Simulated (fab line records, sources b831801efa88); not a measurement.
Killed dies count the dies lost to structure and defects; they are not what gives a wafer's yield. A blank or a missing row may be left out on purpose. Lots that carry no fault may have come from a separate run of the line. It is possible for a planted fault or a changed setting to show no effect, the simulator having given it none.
fab line records | flow gf180mcu | part 1 of 2: steps 1 to 35 of 48
record: lots: 5 | wafers: 15 | last-day: 32
route steps=602 shown MVPSD@80 VT_IMPLANT@90
lots with no fault: from the same line, run without faults
start-h: hours from the record's first day to the start of the lot's first wafer shown | wait-h: time in hours since the lot's previous step | " as in the row above | L1.1+2: a single row standing in for several wafers | - value missing, or start not given | * or withheld: withheld | < > ~ a bound
route shown NAME@n: NAME is a module with steps in the file, n the number in the route of the first one | usual: the fault-free wafers' mean and standard deviation | same: alike in all rows | chamber/n: place in a boat | sites: the reading at each site | _std_site: the standard deviation of these | _edge_site: outer sites' mean less inner sites' | radius-mm: how far each site lies from the wafer's centre | mask NAME#n: copy n | behind: the tool/chamber that last shaped the wafer | hold: reason for holding the lot/hours on hold/outcome of the hold | device: which transistor (n, p or np) failed to switch | end of line: the route-end tests of the same wafers | for a step that has no rows: nothing shown but its recipe | killed: the dies lost at the first sort to structure and to defects; this is not the yield of the wafer | map: shows each die of a wafer: x if killed, . if not, _ if none is there
set.NAME: the setting that was run; set.NAME@STEP: the one run at that earlier step | model.NAME: the simulator's own value behind a step, which no gauge read
certain route steps with their lots: each step a table, each wafer a row
services: when a tool's chamber went out of use (start-h, in hours from the record's first day, below 0 if earlier), for how many hours, and the reason
== steps ==
step: GF_MVPSD_COAT_02
recipe: spin-rpm: 2000 | resist-thk-nm: 3000
lot.wafer  | tool           | chamber | start-h | wait-h
L074.3+4+6 | litho-track-02 | 0       | 90.52   | 0.1
L078.1+4+6 | litho-track-01 | 0       | 111.80  | 0.1
L083.2+5+6 | litho-track-03 | 0       | 143.80  | 0.1
L084.4+5+6 | litho-track-02 | 0       | 149.69  | 0.1
L087.4+5+6 | litho-track-02 | 0       | 167.69  | 0.1
step: GF_MVPSD_SOFTBAKE_03
recipe: temp-c: 110 | time-s: withheld
lot.wafer  | tool           | chamber | start-h | wait-h
L074.3+4+6 | litho-track-02 | 0       | 90.69   | 0.1
L078.1+4+6 | litho-track-01 | 0       | 111.95  | 0.1
L083.2+5+6 | litho-track-03 | 0       | 143.96  | 0.1
L084.4+5+6 | litho-track-02 | 0       | 149.87  | 0.1
L087.4+5+6 | litho-track-02 | 0       | 167.87  | 0.1
step: GF_MVPSD_EXPOSE_04
recipe: mask-id: MVPSD | target-cd-nm: 1000 | na: 0.6 | source-shape: conventional | sigma-outer: 0.6 | dose-mj: 260
same: na: 0.6
lot.wafer  | tool             | chamber | start-h | wait-h | mask
L074.3+4+6 | iline-stepper-02 | 0       | -       | -      | MVPSD#0
L078.1+4+6 | iline-stepper-02 | 0       | -       | -      | MVPSD#0
L083.2+5+6 | iline-stepper-01 | 0       | -       | -      | MVPSD#0
L084.4+5+6 | iline-stepper-02 | 0       | -       | -      | MVPSD#0
L087.4+5+6 | iline-stepper-02 | 0       | -       | -      | MVPSD#0
step: GF_MVPSD_PEB_05
recipe: temp-c: 115 | time-s: withheld
lot.wafer  | tool           | chamber | start-h | wait-h
L074.3+4+6 | litho-track-01 | 0       | -       | -
L078.1+4+6 | litho-track-03 | 0       | -       | -
L083.2+5+6 | litho-track-02 | 0       | -       | -
L084.4+5+6 | litho-track-03 | 0       | -       | -
L087.4+5+6 | litho-track-01 | 0       | -       | -
step: GF_MVPSD_DEVELOP_06
recipe: wall-angle-deg: 90 | develop-time-s: 60 | dev-temp-c: 23
lot.wafer  | tool           | chamber | start-h | wait-h
L074.3+4+6 | litho-track-01 | 0       | -       | -
L078.1+4+6 | litho-track-03 | 0       | -       | -
L083.2+5+6 | litho-track-02 | 0       | -       | -
L084.4+5+6 | litho-track-03 | 0       | -       | -
L087.4+5+6 | litho-track-01 | 0       | -       | -
step: GF_MVPSD_OVL_MEAS_07
usual: MVPSD_OVL: 0.1/1.4
lot.wafer | tool       | chamber | start-h | wait-h | MVPSD_OVL[nm]
L074.3    | overlay-01 | -       | 97.86   | -      | -1.4
L074.4    | "          | -       | "       | "      | -1.9
L074.6    | "          | -       | "       | "      | -3.2
L078.1    | overlay-02 | -       | 118.68  | -      | -2.5
L078.4    | "          | -       | "       | "      | 1.5
L078.6    | "          | -       | "       | "      | -0.4
L083.2    | overlay-02 | -       | 152.22  | -      | 0.0
L083.5    | "          | -       | "       | "      | 0.1
L083.6    | "          | -       | "       | "      | -0.5
L084.4    | overlay-02 | -       | 158.25  | -      | 0.3
L084.5    | "          | -       | "       | "      | 0.8
L084.6    | "          | -       | "       | "      | -1.4
L087.4    | overlay-01 | -       | 176.11  | -      | -1.0
L087.5    | "          | -       | "       | "      | -0.1
L087.6    | "          | -       | "       | "      | -0.9
step: GF_MVPSD_IMPLANT_08
recipe: species: B | energy-kev: 170 | dose-cm2: 1.5e+13 | tilt-deg: 0
usual: faraday-current-uA: 84.7/1.7
lot.wafer | tool         | chamber | start-h | wait-h | faraday-current-uA
L074.3    | implanter-02 | 0       | 97.93   | 0.1    | 88.3
L074.4    | "            | 0       | "       | "      | 84.3
L074.6    | "            | 0       | "       | "      | 85.2
L078.1    | implanter-04 | 0       | 118.71  | 0.0    | 87.1
L078.4    | "            | 0       | "       | "      | 84.9
L078.6    | "            | 0       | "       | "      | 82.3
L083.2    | implanter-04 | 0       | 152.28  | 0.0    | 82.3
L083.5    | "            | 0       | "       | "      | 82.1
L083.6    | "            | 0       | "       | "      | 82.2
L084.4    | implanter-02 | 0       | 158.34  | 0.1    | 84.7
L084.5    | "            | 0       | "       | "      | 85.8
L084.6    | "            | 0       | "       | "      | 84.7
L087.4    | implanter-04 | 0       | 176.21  | 0.1    | 83.7
L087.5    | "            | 0       | "       | "      | 85.5
L087.6    | "            | 0       | "       | "      | 87.9
step: GF_MVPSD_IMPLANT_09
recipe: species: B | energy-kev: 40 | dose-cm2: 5e+12 | tilt-deg: 0
usual: faraday-current-uA: 28.2/0.55
lot.wafer | tool         | chamber | start-h | wait-h | faraday-current-uA
L074.3    | implanter-02 | 0       | 98.08   | 0.1    | 28.1
L074.4    | "            | 0       | "       | "      | 28.1
L074.6    | "            | 0       | "       | "      | 29.3
L078.1    | implanter-04 | 0       | 118.86  | 0.1    | 28.3
L078.4    | "            | 0       | "       | "      | 29.3
L078.6    | "            | 0       | "       | "      | 28.3
L083.2    | implanter-04 | 0       | 152.43  | 0.1    | 30.0
L083.5    | "            | 0       | "       | "      | 28.8
L083.6    | "            | 0       | "       | "      | 28.7
L084.4    | implanter-02 | 0       | 158.49  | 0.1    | 27.1
L084.5    | "            | 0       | "       | "      | 27.7
L084.6    | "            | 0       | "       | "      | 27.5
L087.4    | implanter-04 | 0       | 176.36  | 0.1    | 28.1
L087.5    | "            | 0       | "       | "      | 28.2
L087.6    | "            | 0       | "       | "      | 28.3
step: GF_MVPSD_STRIP_10
recipe: chemistry: O2/N2 | power-w: 1400 | pressure-mtorr: 1500 | platen-temp-c: 250 | o2-flow-sccm: 3000 | n2-flow-sccm: 300 | overash-fraction: 0.5
usual: drypump-motor-current-A: 5.7/0.61 | heater-power-w: 337/31 | oes-product-au: 0.723/0.0044 | strip-time-to-endpoint-s: 37.00/0.1
lot.wafer | tool            | chamber | start-h | wait-h | drypump-motor-current-A | heater-power-w | oes-product-au | rf-hours-counter-h | strip-time-to-endpoint-s
L074.3    | plasma-asher-03 | 0       | 98.22   | 0.1    | 5.6                     | 361            | 0.723          | -                  | 36.96
L074.4    | "               | 1       | "       | "      | 5.5                     | 294            | 0.720          | -                  | 36.81
L074.6    | "               | 1       | "       | "      | 5.6                     | 294            | 0.717          | -                  | 36.95
L078.1    | plasma-asher-03 | 0       | 119.01  | 0.1    | 5.5                     | 369            | 0.727          | 36                 | 36.85
L078.4    | "               | 0       | "       | "      | 5.5                     | 360            | 0.720          | -                  | 36.92
L078.6    | "               | 0       | "       | "      | 5.5                     | 376            | 0.720          | -                  | 36.89
L083.2    | plasma-asher-04 | 0       | 152.55  | 0.1    | 4.9                     | 350            | 0.723          | 54                 | 36.82
L083.5    | "               | 1       | "       | "      | 6.6                     | 310            | 0.719          | -                  | 36.92
L083.6    | "               | 0       | "       | "      | 4.9                     | 356            | 0.723          | -                  | 36.91
L084.4    | plasma-asher-04 | 0       | 158.60  | 0.1    | 5.0                     | 356            | 0.721          | -                  | 37.15
L084.5    | "               | 0       | "       | "      | 4.9                     | 353            | 0.729          | -                  | 37.15
L084.6    | "               | 1       | "       | "      | 6.5                     | 320            | 0.732          | -                  | 37.13
L087.4    | plasma-asher-01 | 0       | 176.46  | 0.1    | 6.6                     | 370            | 0.732          | -                  | 37.14
L087.5    | "               | 0       | "       | "      | 6.6                     | 364            | 0.723          | -                  | 37.09
L087.6    | "               | 1       | "       | "      | 5.2                     | 343            | 0.721          | -                  | 37.06
step: GF_MVPSD_TW_MEAS_11
usual: MVPSD_TW: 554/4.7
lot.wafer | tool          | chamber | start-h | wait-h | MVPSD_TW
L074.3    | film-metro-03 | -       | 98.30   | 0.1    | 556
L074.4    | "             | -       | "       | "      | 561
L074.6    | "             | -       | "       | "      | 560
L078.1    | film-metro-03 | -       | 119.11  | 0.1    | 561
L078.4    | "             | -       | "       | "      | 556
L078.6    | "             | -       | "       | "      | 559
L083.2    | film-metro-03 | -       | 152.66  | 0.1    | 556
L083.5    | "             | -       | "       | "      | 557
L083.6    | "             | -       | "       | "      | 556
L084.4    | film-metro-01 | -       | 158.69  | 0.1    | 550
L084.5    | "             | -       | "       | "      | 550
L084.6    | "             | -       | "       | "      | 552
L087.4    | film-metro-03 | -       | 176.56  | 0.1    | 561
L087.5    | "             | -       | "       | "      | 557
L087.6    | "             | -       | "       | "      | 559
step: GF_VT_IMPLANT_DEHYDRATE_00
recipe: temp-c: 200 | time-s: 60
lot.wafer  | tool           | chamber | start-h | wait-h
L074.3+4+6 | litho-track-04 | 0       | 104.97  | 6.7
L078.1+4+6 | litho-track-04 | 0       | 125.62  | 6.5
L083.2+5+6 | litho-track-01 | 0       | 159.62  | 6.9
L084.4+5+6 | litho-track-04 | 0       | 165.70  | 7.0
L087.4+5+6 | litho-track-04 | 0       | 184.70  | 8.1
step: GF_VT_IMPLANT_HMDS_01
recipe: prime-time-s: 60 | prime-temp-c: 120
lot.wafer  | tool           | chamber | start-h | wait-h
L074.3+4+6 | litho-track-04 | 0       | 105.12  | 0.1
L078.1+4+6 | litho-track-04 | 0       | 125.77  | 0.1
L083.2+5+6 | litho-track-01 | 0       | 159.77  | 0.1
L084.4+5+6 | litho-track-04 | 0       | 165.85  | 0.1
L087.4+5+6 | litho-track-04 | 0       | 184.85  | 0.1
step: GF_VT_IMPLANT_COAT_02
recipe: resist: NOVOLAK | spin-rpm: 3000 | resist-thk-nm: 1000
lot.wafer  | tool           | chamber | start-h | wait-h
L074.3+4+6 | litho-track-04 | 0       | 105.27  | 0.1
L078.1+4+6 | litho-track-04 | 0       | 125.92  | 0.1
L083.2+5+6 | litho-track-01 | 0       | 159.92  | 0.1
L084.4+5+6 | litho-track-04 | 0       | 166.00  | 0.1
L087.4+5+6 | litho-track-04 | 0       | 185.00  | 0.1
step: GF_VT_IMPLANT_SOFTBAKE_03
recipe: temp-c: 90 | time-s: 60 | resist: NOVOLAK
lot.wafer  | tool           | chamber | start-h | wait-h
L074.3+4+6 | litho-track-04 | 0       | 105.42  | 0.1
L078.1+4+6 | litho-track-04 | 0       | 126.07  | 0.1
L083.2+5+6 | litho-track-01 | 0       | 160.07  | 0.1
L084.4+5+6 | litho-track-04 | 0       | 166.15  | 0.1
L087.4+5+6 | litho-track-04 | 0       | 185.15  | 0.1
step: GF_VT_IMPLANT_EXPOSE_04
recipe: mask-id: LVPWELL_LV_AREA | target-cd-nm: 600 | na: 0.6 | source-shape: conventional | sigma-outer: 0.6 | dose-mj: 140
same: na: 0.6
lot.wafer  | tool             | chamber | start-h | wait-h | mask
L074.3+4+6 | iline-stepper-01 | 0       | -       | -      | LVPWELL_LV_AREA#0
L078.1+4+6 | iline-stepper-01 | 0       | -       | -      | LVPWELL_LV_AREA#0
L083.2+5+6 | iline-stepper-01 | 0       | -       | -      | LVPWELL_LV_AREA#0
L084.4+5+6 | iline-stepper-01 | 0       | -       | -      | LVPWELL_LV_AREA#0
L087.4+5+6 | iline-stepper-02 | 0       | -       | -      | LVPWELL_LV_AREA#0
step: GF_VT_IMPLANT_PEB_05
recipe: temp-c: withheld | time-s: * | resist: NOVOLAK
lot.wafer  | tool           | chamber | start-h | wait-h
L074.3+4+6 | litho-track-04 | 0       | -       | -
L078.1+4+6 | litho-track-01 | 0       | -       | -
L083.2+5+6 | litho-track-01 | 0       | -       | -
L084.4+5+6 | litho-track-01 | 0       | -       | -
L087.4+5+6 | litho-track-01 | 0       | -       | -
step: GF_VT_IMPLANT_DEVELOP_06
recipe: develop-time-s: 60 | dev-temp-c: 23
lot.wafer  | tool           | chamber | start-h | wait-h
L074.3+4+6 | litho-track-04 | 0       | 112.57  | 0.1
L078.1+4+6 | litho-track-01 | 0       | 133.40  | 0.1
L083.2+5+6 | litho-track-01 | 0       | 167.57  | 0.1
L084.4+5+6 | litho-track-01 | 0       | 174.17  | 0.1
L087.4+5+6 | litho-track-01 | 0       | 193.12  | 0.1
step: GF_VT_IMPLANT_OVL_MEAS_07
usual: VT_IMPLANT_OVL: -0.3/1.3
lot.wafer | tool       | chamber | start-h | wait-h | VT_IMPLANT_OVL[nm]
L074.3    | overlay-01 | -       | 112.69  | 0.1    | 0.1
L074.4    | "          | -       | "       | "      | 0.3
L074.6    | "          | -       | "       | "      | 0.8
L078.1    | overlay-02 | -       | 133.55  | 0.1    | 0.0
L078.4    | "          | -       | "       | "      | -0.5
L078.6    | "          | -       | "       | "      | -1.1
L083.2    | overlay-02 | -       | 167.70  | 0.1    | -0.4
L083.5    | "          | -       | "       | "      | -2.2
L083.6    | "          | -       | "       | "      | -2.9
L084.4    | overlay-02 | -       | 174.26  | 0.1    | -0.5
L084.5    | "          | -       | "       | "      | 0.6
L084.6    | "          | -       | "       | "      | 0.4
L087.4    | overlay-01 | -       | 193.21  | 0.1    | -0.4
L087.5    | "          | -       | "       | "      | -0.2
L087.6    | "          | -       | "       | "      | 0.0
step: GF_VT_IMPLANT_IMPLANT_08
recipe: species: BF2 | energy-kev: 20 | dose-cm2: 8.29e+12 | tilt-deg: 7
usual: faraday-current-uA: 46.7/0.88
lot.wafer | tool         | chamber | start-h | wait-h | faraday-current-uA
L074.3    | implanter-02 | 0       | 112.76  | 0.1    | 46.7
L074.4    | "            | 0       | "       | "      | 45.3
L074.6    | "            | 0       | "       | "      | 46.3
L078.1    | implanter-02 | 0       | 133.58  | 0.0    | 46.6
L078.4    | "            | 0       | "       | "      | 48.7
L078.6    | "            | 0       | "       | "      | 45.3
L083.2    | implanter-01 | 0       | 167.76  | 0.0    | 46.8
L083.5    | "            | 0       | "       | "      | 46.8
L083.6    | "            | 0       | "       | "      | 47.0
L084.4    | implanter-02 | 0       | 174.36  | 0.1    | 46.2
L084.5    | "            | 0       | "       | "      | 45.4
L084.6    | "            | 0       | "       | "      | 47.0
L087.4    | implanter-01 | 0       | 193.31  | 0.1    | 45.3
L087.5    | "            | 0       | "       | "      | 47.1
L087.6    | "            | 0       | "       | "      | 46.1
step: GF_VT_IMPLANT_STRIP_09
recipe: chemistry: O2/N2 | power-w: 1400 | pressure-mtorr: 1500 | platen-temp-c: 250 | o2-flow-sccm: 3000 | n2-flow-sccm: 300 | overash-fraction: 0.5
usual: drypump-motor-current-A: 5.5/0.43 | heater-power-w: 332/29 | oes-product-au: 0.716/0.0048 | strip-time-to-endpoint-s: 12.65/0.034
lot.wafer | tool            | chamber | start-h | wait-h | drypump-motor-current-A | heater-power-w | oes-product-au | rf-hours-counter-h | strip-time-to-endpoint-s
L074.3    | plasma-asher-04 | 0       | 112.89  | 0.1    | 4.9                     | 360            | 0.717          | -                  | 12.66
L074.4    | "               | 1       | "       | "      | 6.6                     | 318            | 0.711          | -                  | 12.63
L074.6    | "               | 1       | "       | "      | 6.6                     | 311            | 0.713          | -                  | 12.68
L078.1    | plasma-asher-02 | 0       | 133.73  | 0.1    | 5.4                     | 330            | 0.719          | 2                  | 12.64
L078.4    | "               | 1       | "       | "      | 5.3                     | 350            | 0.713          | -                  | 12.67
L078.6    | "               | 1       | "       | "      | 5.3                     | 344            | 0.712          | -                  | 12.69
L083.2    | plasma-asher-02 | 1       | 167.88  | 0.1    | 5.3                     | 345            | 0.715          | 6                  | 12.64
L083.5    | "               | 1       | "       | "      | 5.4                     | 348            | 0.719          | -                  | 12.60
L083.6    | "               | 0       | "       | "      | 5.4                     | 328            | 0.722          | -                  | 12.64
L084.4    | plasma-asher-03 | 1       | 174.46  | 0.1    | 5.6                     | 286            | 0.719          | -                  | 12.66
L084.5    | "               | 1       | "       | "      | 5.6                     | 292            | 0.715          | -                  | 12.69
L084.6    | "               | 0       | "       | "      | 5.6                     | 364            | 0.713          | -                  | 12.64
L087.4    | plasma-asher-04 | 1       | 193.41  | 0.1    | 6.6                     | 311            | 0.708          | -                  | 12.66
L087.5    | "               | 0       | "       | "      | 4.9                     | 353            | 0.716          | -                  | 12.62
L087.6    | "               | 1       | "       | "      | 6.6                     | 313            | 0.718          | -                  | 12.67
step: GF_VT_IMPLANT_TW_MEAS_10
usual: VT_IMPLANT_TW: 567.9/2.4
lot.wafer | tool          | chamber | start-h | wait-h | VT_IMPLANT_TW
L074.3    | film-metro-03 | -       | 112.98  | 0.1    | 570.2
L074.4    | "             | -       | "       | "      | 567.1
L074.6    | "             | -       | "       | "      | 568.1
L078.1    | film-metro-02 | -       | 133.83  | 0.1    | 571.7
L078.4    | "             | -       | "       | "      | 571.6
L078.6    | "             | -       | "       | "      | 571.8
L083.2    | film-metro-03 | -       | 167.99  | 0.1    | 569.9
L083.5    | "             | -       | "       | "      | 567.6
L083.6    | "             | -       | "       | "      | 569.8
L084.4    | film-metro-02 | -       | 174.56  | 0.1    | 566.6
L084.5    | "             | -       | "       | "      | 568.0
L084.6    | "             | -       | "       | "      | 568.9
L087.4    | film-metro-03 | -       | 193.51  | 0.1    | 564.7
L087.5    | "             | -       | "       | "      | 562.1
L087.6    | "             | -       | "       | "      | 565.8
step: GF_VT_IMPLANT_DEHYDRATE_11
recipe: temp-c: 200 | time-s: 60
lot.wafer  | tool           | chamber | start-h | wait-h
L074.3+4+6 | litho-track-04 | 0       | 119.32  | 6.3
L078.1+4+6 | litho-track-01 | 0       | 141.30  | 7.5
L083.2+5+6 | litho-track-04 | 0       | 175.70  | 7.7
L084.4+5+6 | litho-track-04 | 0       | 182.75  | 8.2
L087.4+5+6 | litho-track-01 | 0       | 201.72  | 8.2
step: GF_VT_IMPLANT_HMDS_12
recipe: prime-time-s: 57.35 | prime-temp-c: 120
lot.wafer  | tool           | chamber | start-h | wait-h
L074.3+4+6 | litho-track-04 | 0       | 119.47  | 0.1
L078.1+4+6 | litho-track-01 | 0       | 141.45  | 0.1
L083.2+5+6 | litho-track-04 | 0       | 175.85  | 0.1
L084.4+5+6 | litho-track-04 | 0       | 182.90  | 0.1
L087.4+5+6 | litho-track-01 | 0       | 201.87  | 0.1
step: GF_VT_IMPLANT_COAT_13
recipe: resist: NOVOLAK | spin-rpm: 3000 | resist-thk-nm: 1000
lot.wafer  | tool           | chamber | start-h | wait-h
L074.3+4+6 | litho-track-04 | 0       | 119.62  | 0.1
L078.1+4+6 | litho-track-01 | 0       | 141.60  | 0.1
L083.2+5+6 | litho-track-04 | 0       | 176.00  | 0.1
L084.4+5+6 | litho-track-04 | 0       | 183.05  | 0.1
L087.4+5+6 | litho-track-01 | 0       | 202.02  | 0.1
step: GF_VT_IMPLANT_SOFTBAKE_14
recipe: temp-c: 90 | time-s: 60 | resist: NOVOLAK
lot.wafer  | tool           | chamber | start-h | wait-h
L074.3+4+6 | litho-track-04 | 0       | 119.77  | 0.1
L078.1+4+6 | litho-track-01 | 0       | 141.75  | 0.1
L083.2+5+6 | litho-track-04 | 0       | 176.15  | 0.1
L084.4+5+6 | litho-track-04 | 0       | 183.20  | 0.1
L087.4+5+6 | litho-track-01 | 0       | 202.17  | 0.1
step: GF_VT_IMPLANT_EXPOSE_15
recipe: mask-id: Nwell_LV_AREA | target-cd-nm: 860 | na: 0.6 | source-shape: conventional | sigma-outer: 0.6 | dose-mj: 140
same: na: 0.6
lot.wafer  | tool             | chamber | start-h | wait-h | mask
L074.3+4+6 | iline-stepper-01 | 0       | -       | -      | Nwell_LV_AREA#0
L078.1+4+6 | iline-stepper-01 | 0       | -       | -      | Nwell_LV_AREA#0
L083.2+5+6 | iline-stepper-01 | 0       | -       | -      | Nwell_LV_AREA#0
L084.4+5+6 | iline-stepper-01 | 0       | -       | -      | Nwell_LV_AREA#0
L087.4+5+6 | iline-stepper-02 | 0       | -       | -      | Nwell_LV_AREA#0
step: GF_VT_IMPLANT_PEB_16
recipe: temp-c: withheld | time-s: * | resist: NOVOLAK
lot.wafer  | tool           | chamber | start-h | wait-h
L074.3+4+6 | litho-track-04 | 0       | -       | -
L078.1+4+6 | litho-track-01 | 0       | -       | -
L083.2+5+6 | litho-track-04 | 0       | -       | -
L084.4+5+6 | litho-track-04 | 0       | -       | -
L087.4+5+6 | litho-track-01 | 0       | -       | -
step: GF_VT_IMPLANT_DEVELOP_17
recipe: develop-time-s: 60 | dev-temp-c: 23
lot.wafer  | tool           | chamber | start-h | wait-h
L074.3+4+6 | litho-track-04 | 0       | 127.02  | 0.1
L078.1+4+6 | litho-track-01 | 0       | 149.30  | 0.1
L083.2+5+6 | litho-track-04 | 0       | 184.50  | 0.1
L084.4+5+6 | litho-track-04 | 0       | 191.30  | 0.1
L087.4+5+6 | litho-track-01 | 0       | 210.82  | 0.1
step: GF_VT_IMPLANT_OVL_MEAS_18
usual: VT_IMPLANT_01_OVL: 1.1/1.5
lot.wafer | tool       | chamber | start-h | wait-h | VT_IMPLANT_01_OVL[nm]
L074.3    | overlay-01 | -       | 127.14  | 0.1    | 3.0
L074.4    | "          | -       | "       | "      | -0.4
L074.6    | "          | -       | "       | "      | 2.7
L078.1    | overlay-02 | -       | 149.45  | 0.1    | -0.4
L078.4    | "          | -       | "       | "      | -1.5
L078.6    | "          | -       | "       | "      | 1.4
L083.2    | overlay-01 | -       | 184.63  | 0.1    | 0.8
L083.5    | "          | -       | "       | "      | 1.5
L083.6    | "          | -       | "       | "      | 2.1
L084.4    | overlay-02 | -       | 191.39  | 0.1    | 0.1
L084.5    | "          | -       | "       | "      | 1.8
L084.6    | "          | -       | "       | "      | 1.8
L087.4    | overlay-01 | -       | 210.91  | 0.1    | 1.5
L087.5    | "          | -       | "       | "      | 3.1
L087.6    | "          | -       | "       | "      | 2.0
step: GF_VT_IMPLANT_IMPLANT_19
recipe: species: As | energy-kev: 100 | dose-cm2: 4.35e+12 | tilt-deg: 7
usual: faraday-current-uA: 24.5/0.5
lot.wafer | tool         | chamber | start-h | wait-h | faraday-current-uA
L074.3    | implanter-03 | 0       | 127.21  | 0.1    | 23.8
L074.4    | "            | 0       | "       | "      | 25.0
L074.6    | "            | 0       | "       | "      | 25.2
L078.1    | implanter-03 | 0       | 149.48  | 0.0    | 23.6
L078.4    | "            | 0       | "       | "      | 24.6
L078.6    | "            | 0       | "       | "      | 24.7
L083.2    | implanter-02 | 0       | 184.68  | 0.0    | 24.3
L083.5    | "            | 0       | "       | "      | 24.6
L083.6    | "            | 0       | "       | "      | 24.7
L084.4    | implanter-03 | 0       | 191.48  | 0.1    | 23.8
L084.5    | "            | 0       | "       | "      | 23.8
L084.6    | "            | 0       | "       | "      | 24.8
L087.4    | implanter-01 | 0       | 211.01  | 0.1    | 24.6
L087.5    | "            | 0       | "       | "      | 24.2
L087.6    | "            | 0       | "       | "      | 24.2
step: GF_VT_IMPLANT_STRIP_20
recipe: chemistry: O2/N2 | power-w: 1400 | pressure-mtorr: 1500 | platen-temp-c: 250 | o2-flow-sccm: 3000 | n2-flow-sccm: 300 | overash-fraction: 0.5
usual: drypump-motor-current-A: 5.6/0.52 | heater-power-w: 333/25 | oes-product-au: 0.716/0.0044 | strip-time-to-endpoint-s: 12.64/0.038
lot.wafer | tool            | chamber | start-h | wait-h | drypump-motor-current-A | heater-power-w | oes-product-au | rf-hours-counter-h | strip-time-to-endpoint-s
L074.3    | plasma-asher-02 | 1       | 127.34  | 0.1    | 5.3                     | 343            | 0.718          | -                  | 12.66
L074.4    | "               | 0       | "       | "      | 5.4                     | 317            | 0.722          | -                  | 12.65
L074.6    | "               | 0       | "       | "      | 5.4                     | 332            | 0.708          | -                  | 12.63
L078.1    | plasma-asher-04 | 1       | 149.63  | 0.1    | 6.6                     | 314            | 0.718          | 53                 | 12.66
L078.4    | "               | 0       | "       | "      | 4.9                     | 352            | 0.718          | -                  | 12.65
L078.6    | "               | 1       | "       | "      | 6.5                     | 301            | 0.721          | -                  | 12.64
L083.2    | plasma-asher-03 | 0       | 184.81  | 0.1    | 5.6                     | 361            | 0.713          | 45                 | 12.63
L083.5    | "               | 0       | "       | "      | 5.6                     | 368            | 0.719          | -                  | 12.63
L083.6    | "               | 1       | "       | "      | 5.5                     | 289            | 0.726          | -                  | 12.69
L084.4    | plasma-asher-04 | 1       | 191.59  | 0.1    | 6.6                     | 309            | 0.711          | -                  | 12.64
L084.5    | "               | 1       | "       | "      | 6.5                     | 320            | 0.711          | -                  | 12.63
L084.6    | "               | 0       | "       | "      | 5.0                     | 353            | 0.716          | -                  | 12.65
L087.4    | plasma-asher-04 | 0       | 211.11  | 0.1    | 4.9                     | 349            | 0.721          | -                  | 12.65
L087.5    | "               | 1       | "       | "      | 6.6                     | 313            | 0.713          | -                  | 12.67
L087.6    | "               | 0       | "       | "      | 4.9                     | 354            | 0.713          | -                  | 12.68
step: GF_VT_IMPLANT_TW_MEAS_21
usual: VT_IMPLANT_2_TW: 1223/4.3
lot.wafer | tool          | chamber | start-h | wait-h | VT_IMPLANT_2_TW
L074.3    | film-metro-03 | -       | 127.43  | 0.1    | 1222
L074.4    | "             | -       | "       | "      | 1230
L074.6    | "             | -       | "       | "      | 1229
L078.1    | film-metro-02 | -       | 149.73  | 0.1    | 1227
L078.4    | "             | -       | "       | "      | 1220
L078.6    | "             | -       | "       | "      | 1216
L083.2    | film-metro-02 | -       | 184.92  | 0.1    | 1221
L083.5    | "             | -       | "       | "      | 1227
L083.6    | "             | -       | "       | "      | 1222
L084.4    | film-metro-03 | -       | 191.69  | 0.1    | 1225
L084.5    | "             | -       | "       | "      | 1222
L084.6    | "             | -       | "       | "      | 1229
L087.4    | film-metro-02 | -       | 211.21  | 0.1    | 1221
L087.5    | "             | -       | "       | "      | 1225
L087.6    | "             | -       | "       | "      | 1222
step: GF_VT_IMPLANT_DEHYDRATE_22
recipe: temp-c: 200 | time-s: 60
lot.wafer  | tool           | chamber | start-h | wait-h
L074.3+4+6 | litho-track-01 | 0       | 133.95  | 6.5
L078.1+4+6 | litho-track-03 | 0       | 157.28  | 7.5
L083.2+5+6 | litho-track-03 | 0       | 192.40  | 7.5
L084.4+5+6 | litho-track-01 | 0       | 199.22  | 7.5
L087.4+5+6 | litho-track-03 | 0       | 220.05  | 8.8
step: GF_VT_IMPLANT_HMDS_23
recipe: prime-time-s: 60 | prime-temp-c: 120
lot.wafer  | tool           | chamber | start-h | wait-h
L074.3+4+6 | litho-track-01 | 0       | 134.10  | 0.1
L078.1+4+6 | litho-track-03 | 0       | 157.43  | 0.1
L083.2+5+6 | litho-track-03 | 0       | 192.55  | 0.1
L084.4+5+6 | litho-track-01 | 0       | 199.37  | 0.1
L087.4+5+6 | litho-track-03 | 0       | 220.20  | 0.1
step: GF_VT_IMPLANT_COAT_24
recipe: resist: NOVOLAK | spin-rpm: 3000 | resist-thk-nm: 1000
lot.wafer  | tool           | chamber | start-h | wait-h
L074.3+4+6 | litho-track-01 | 0       | 134.25  | 0.1
L078.1+4+6 | litho-track-03 | 0       | 157.58  | 0.1
L083.2+5+6 | litho-track-03 | 0       | 192.70  | 0.1
L084.4+5+6 | litho-track-01 | 0       | 199.52  | 0.1
L087.4+5+6 | litho-track-03 | 0       | 220.35  | 0.1
